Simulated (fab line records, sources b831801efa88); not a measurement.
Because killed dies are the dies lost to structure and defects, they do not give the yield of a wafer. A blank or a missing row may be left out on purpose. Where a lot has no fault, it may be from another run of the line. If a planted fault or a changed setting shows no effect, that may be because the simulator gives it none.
Chamber matching / flow sfqLine / SFQ_TRILAYER_L0_VIA_ETCH_VIA_ETCH_016 on rieDiel-02: 4 sister chambers
The step etches SiO2 in CHF3, stops on MoNx KI, target depth 80 nm. 16 wafers are shown with their chamber, then 8 later ones without.

== WAFERS PAIRED WITH THEIR CHAMBERS ==
wafer=L283.3; chamber=0; drypumpMotorCurrentA (A)=5.6; chamberPressureMTorr (mTorr)=29.944; oesProductAu (a.u.)=0.843
wafer=L283.4; chamber=1; drypumpMotorCurrentA (A)=4.9; chamberPressureMTorr (mTorr)=29.987; oesProductAu (a.u.)=0.839
wafer=L283.5; chamber=0; drypumpMotorCurrentA (A)=5.6; chamberPressureMTorr (mTorr)=29.999; oesProductAu (a.u.)=0.846
wafer=L286.1; chamber=1; drypumpMotorCurrentA (A)=4.9; chamberPressureMTorr (mTorr)=29.959; oesProductAu (a.u.)=0.833
wafer=L286.4; chamber=0; drypumpMotorCurrentA (A)=5.6; chamberPressureMTorr (mTorr)=30.005; oesProductAu (a.u.)=0.841
wafer=L286.6; chamber=0; drypumpMotorCurrentA (A)=5.6; chamberPressureMTorr (mTorr)=29.996; oesProductAu (a.u.)=0.839
wafer=L293.1; chamber=3; drypumpMotorCurrentA (A)=5.2; chamberPressureMTorr (mTorr)=29.991; oesProductAu (a.u.)=0.822
wafer=L293.4; chamber=2; drypumpMotorCurrentA (A)=6.0; chamberPressureMTorr (mTorr)=30.034; oesProductAu (a.u.)=0.835
wafer=L293.6; chamber=2; drypumpMotorCurrentA (A)=6.0; chamberPressureMTorr (mTorr)=29.995; oesProductAu (a.u.)=0.838
wafer=L299.1; chamber=0; drypumpMotorCurrentA (A)=5.6; chamberPressureMTorr (mTorr)=30.047; oesProductAu (a.u.)=0.838
wafer=L299.3; chamber=1; drypumpMotorCurrentA (A)=4.9; chamberPressureMTorr (mTorr)=30.014; oesProductAu (a.u.)=0.825
wafer=L299.6; chamber=1; drypumpMotorCurrentA (A)=4.8; chamberPressureMTorr (mTorr)=29.989; oesProductAu (a.u.)=0.841
wafer=L302.1; chamber=1; drypumpMotorCurrentA (A)=4.8; chamberPressureMTorr (mTorr)=29.962; oesProductAu (a.u.)=0.840
wafer=L302.4; chamber=2; drypumpMotorCurrentA (A)=6.0; chamberPressureMTorr (mTorr)=30.010; oesProductAu (a.u.)=0.852
wafer=L302.6; chamber=3; drypumpMotorCurrentA (A)=5.2; chamberPressureMTorr (mTorr)=29.999; oesProductAu (a.u.)=0.845
wafer=L303.3; chamber=0; drypumpMotorCurrentA (A)=5.5; chamberPressureMTorr (mTorr)=29.978; oesProductAu (a.u.)=0.845

SIGNATURES, as means of the wafers listed above
reading=drypumpMotorCurrentA; chamber 0=5.583; chamber 1=4.860; chamber 2=6.000; chamber 3=5.200; scatter within a chamber=0.0412
reading=chamberPressureMTorr; chamber 0=29.99483; chamber 1=29.98220; chamber 2=30.01300; chamber 3=29.99500; scatter within a chamber=0.0267
reading=oesProductAu; chamber 0=0.84200; chamber 1=0.83560; chamber 2=0.84167; chamber 3=0.83350; scatter within a chamber=0.00742
Rule: for a wafer and a chamber, the distance is found by dividing, reading by reading, the gap between the wafer's reading and the chamber's mean by the reading's scatter, squaring, summing and taking the root. The wafer belongs to the nearest chamber; if the next one is less than 2 further off, it can't be placed. How the scatter is found: for the shown wafers, subtract from each reading the mean of its chamber, square and add these, divide the total by (wafers less chambers), then take the root.

== WAFERS MISSING THEIR CHAMBER ==
wafer=L303.5; drypumpMotorCurrentA (A)=5.2; chamberPressureMTorr (mTorr)=29.984; oesProductAu (a.u.)=0.851
wafer=L303.6; drypumpMotorCurrentA (A)=6.0; chamberPressureMTorr (mTorr)=29.992; oesProductAu (a.u.)=0.855
wafer=L304.1; drypumpMotorCurrentA (A)=4.9; chamberPressureMTorr (mTorr)=29.990; oesProductAu (a.u.)=0.839
wafer=L304.2; drypumpMotorCurrentA (A)=5.6; chamberPressureMTorr (mTorr)=29.997; oesProductAu (a.u.)=0.831
wafer=L304.6; drypumpMotorCurrentA (A)=4.9; chamberPressureMTorr (mTorr)=29.961; oesProductAu (a.u.)=0.839
wafer=L305.1; drypumpMotorCurrentA (A)=6.0; chamberPressureMTorr (mTorr)=30.015; oesProductAu (a.u.)=0.839
wafer=L305.3; drypumpMotorCurrentA (A)=4.8; chamberPressureMTorr (mTorr)=29.989; oesProductAu (a.u.)=0.838
wafer=L305.5; drypumpMotorCurrentA (A)=5.6; chamberPressureMTorr (mTorr)=29.977; oesProductAu (a.u.)=0.846

== WHICH CHAMBER EACH ONE RAN IN ==
wafer=L303.5; from the rows above=3; in truth=3
wafer=L303.6; from the rows above=2; in truth=2
wafer=L304.1; from the rows above=1; in truth=1
wafer=L304.2; from the rows above=0; in truth=0
wafer=L304.6; from the rows above=1; in truth=1
wafer=L305.1; from the rows above=2; in truth=2
wafer=L305.3; from the rows above=1; in truth=1
wafer=L305.5; from the rows above=0; in truth=0
Correctly placed: 8 of 8. From these rows, 0 cannot be placed. 0 placed wrongly.
